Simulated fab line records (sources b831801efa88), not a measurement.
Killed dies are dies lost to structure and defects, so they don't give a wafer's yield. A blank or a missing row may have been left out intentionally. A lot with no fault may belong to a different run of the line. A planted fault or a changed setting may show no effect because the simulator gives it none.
What tool caused it? ; flow gf180mcu ; 12 lots, 36 wafers sampled, at 1 step of a route of 602

WHAT THE GAUGES READ, wafer by wafer
GF_V2_THK_MEAS_03.
lot;measured;on;V2_CVD_02_THK (nm)
L075;day 19 23:01;film metro-01;832 843 855
L077;day 20 15:59;film metro-03;867 849 857
L079;day 21 12:35;film metro-01;859 839 872
L081;day 22 10:54;film metro-04;843 865 854
L083;day 22 17:14;film metro-03;855 839 866
L085;day 23 10:41;film metro-04;837 850 864
L087;day 24 00:09;film metro-03;849 856 859
L089;day 24 15:33;film metro-04;826 855 827
L091;day 25 09:24;film metro-01;831 848 845
L093;day 25 18:23;film metro-04;849 837 856
L095;day 26 11:27;film metro-03;843 859 867
L097;day 27 03:59;film metro-01;844 828 857

TOOL THAT RAN EACH LOT (tool first, then ch and the chambers of the sampled wafers, then the start)
Before these readings, the record contains no process step.

THE ANSWER, worked out from the rows above alone
Rule: the usual values come from the lots themselves. The widest of any qualifying gaps counts: lots, ordered by their means at a reading, are off when they make up no more than a third of the lots, leave a main group of 4 or more, and stand apart from it by 3 or more times the standard deviation of that group's means. Not used: any main group whose means are identical at the precision the tables above print for the reading. Also off: a lot with no number at a reading for which 4 or more lots have one. All remaining lots with rows at the step are treated as sound.
Across all readings shown, no lot is off: no conclusion can be drawn from this.

WHAT THE SIMULATOR HAD INSERTED
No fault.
